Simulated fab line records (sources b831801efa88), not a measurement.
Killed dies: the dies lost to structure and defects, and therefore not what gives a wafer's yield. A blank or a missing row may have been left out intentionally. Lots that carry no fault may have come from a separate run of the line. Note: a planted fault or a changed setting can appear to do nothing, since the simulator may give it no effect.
Tool commonality check | flow gf180mcu | 13 lots, 39 wafers sampled

== WHY IT WAS OPENED ==
At GF_HV_LDD_TW_MEAS_50 the reading HV_LDD_4_TW is flagged on 2 of 13 lots. No-fault wafers: 568.5, standard deviation 2.8.
Rule: a lot is flagged when every wafer of it that has a number lies more than 4 standard deviations from that mean, or none has a number. The other lots count as sound.

lot  | measured     | on           | HV_LDD_4_TW, wafer by wafer | flag
L817 | day 12 20:05 | filmMetro-04 | 567.9 567.5 566.9           | 
L818 | day 13 09:44 | filmMetro-04 | 570.6 570.3 570.7           | 
L819 | day 14 01:42 | filmMetro-01 | 564.8 567.7 566.9           | 
L820 | day 14 08:17 | filmMetro-01 | 569.6 569.1 566.3           | 
L821 | day 14 20:49 | filmMetro-01 | 561.9 567.9 566.5           | 
L826 | day 15 23:42 | filmMetro-04 | 567.2 565.1 565.4           | 
L825 | day 16 04:11 | filmMetro-01 | 565.0 562.9 565.3           | 
L831 | day 18 04:51 | filmMetro-01 | 571.3 570.4 568.3           | 
L833 | day 18 09:04 | filmMetro-02 | 545.3 545.8 543.7           | FLAGGED
L834 | day 19 00:04 | filmMetro-01 | 568.8 571.1 571.2           | 
L835 | day 19 07:50 | filmMetro-02 | 550.1 547.4 547.4           | FLAGGED
L839 | day 20 11:22 | filmMetro-01 | 569.3 566.8 567.3           | 
L838 | day 20 13:02 | filmMetro-04 | 567.4 567.6 568.4           | 
The mean of the flagged lots' numbers is 546.6, -21.9 from the usual (-8 standard deviations).

== WHICH TOOL RAN EACH LOT ==
2 process steps preceding the reading are held in the record, out of 602 steps in the route. In each cell: the tool, then ch and the chambers that the sampled wafers went through, then the start.
lot  | flag    | GF_HV_LDD_STRIP_22                  | GF_HV_LDD_IMPLANT_48
L817 |         | plasmaAsher-03 ch 0,1, day 11 04:25 | implanter-04 ch 0, day 12 19:50
L818 |         | plasmaAsher-02 ch 1, day 11 17:25   | implanter-04 ch 0, day 13 09:29
L819 |         | plasmaAsher-02 ch 0,1, day 12 08:17 | implanter-03 ch 0, day 14 01:28
L820 |         | plasmaAsher-04 ch 0,1, day 12 14:10 | implanter-02 ch 0, day 14 08:02
L821 |         | plasmaAsher-04 ch 0,1, day 13 03:11 | implanter-02 ch 0, day 14 20:35
L826 |         | plasmaAsher-04 ch 0,1, day 14 04:43 | implanter-02 ch 0, day 15 23:29
L825 |         | plasmaAsher-02 ch 0,1, day 14 07:13 | implanter-02 ch 0, day 16 03:56
L831 |         | plasmaAsher-03 ch 0,1, day 16 04:23 | implanter-04 ch 0, day 18 04:36
L833 | FLAGGED | plasmaAsher-04 ch 0,1, day 16 09:04 | implanter-04 ch 0, day 18 08:49
L834 |         | plasmaAsher-02 ch 0,1, day 16 23:47 | implanter-03 ch 0, day 18 23:51
L835 | FLAGGED | plasmaAsher-02 ch 0,1, day 17 06:51 | implanter-04 ch 0, day 19 07:37
L839 |         | plasmaAsher-02 ch 0,1, day 18 09:18 | implanter-03 ch 0, day 20 11:09
L838 |         | plasmaAsher-03 ch 0,1, day 18 10:26 | implanter-02 ch 0, day 20 12:47
What the steps here do:
- GF_HV_LDD_STRIP_22: strips in O2/N2.
- GF_HV_LDD_IMPLANT_48
- GF_HV_LDD_TW_MEAS_50

== FLAGGED OVER TOTAL, TOOL BY TOOL (the gauges that took the reading come last) ==
step                 | tool           | lots run | flagged | share of the flagged lots | sound lots run after its first flagged lot
GF_HV_LDD_STRIP_22   | plasmaAsher-02 | 6        | 1       | some                      | 1 (L839)
GF_HV_LDD_STRIP_22   | plasmaAsher-03 | 3        | 0       | none                      | -
GF_HV_LDD_STRIP_22   | plasmaAsher-04 | 4        | 1       | some                      | 0
GF_HV_LDD_IMPLANT_48 | implanter-02   | 5        | 0       | none                      | -
GF_HV_LDD_IMPLANT_48 | implanter-03   | 3        | 0       | none                      | -
GF_HV_LDD_IMPLANT_48 | implanter-04   | 5        | 2       | all                       | 0
GF_HV_LDD_TW_MEAS_50 | filmMetro-01   | 7        | 0       | none                      | -
GF_HV_LDD_TW_MEAS_50 | filmMetro-02   | 2        | 2       | all                       | 0
GF_HV_LDD_TW_MEAS_50 | filmMetro-04   | 4        | 0       | none                      | -

== WHAT IS ALLOWED BY THE TABLE ==
Table rows that saw every flagged lot: 2, namely implanter-04 at GF_HV_LDD_IMPLANT_48 and filmMetro-02 at GF_HV_LDD_TW_MEAS_50.
- implanter-04 at GF_HV_LDD_IMPLANT_48: 2 of its 5 lots flagged. Last sound lot L831 at day 18 04:36, first flagged lot L833 at day 18 08:49; a fault beginning in between fits. Its own readings (beamEnergyKeV) fall more than 4 standard deviations out on all wafers of the flagged lots.
- filmMetro-02 at GF_HV_LDD_TW_MEAS_50: 2 of its 2 lots flagged. Because this sample shows no sound lot run on it before its first flagged lot, the start cannot be pinned down more closely.
Because each of these 2 tools fits a fault that began at some hour, counting lots does not separate them. More lots, or a look at what each step does to the wafer, might.

== WHAT THE SIMULATOR HAD PUT IN ==
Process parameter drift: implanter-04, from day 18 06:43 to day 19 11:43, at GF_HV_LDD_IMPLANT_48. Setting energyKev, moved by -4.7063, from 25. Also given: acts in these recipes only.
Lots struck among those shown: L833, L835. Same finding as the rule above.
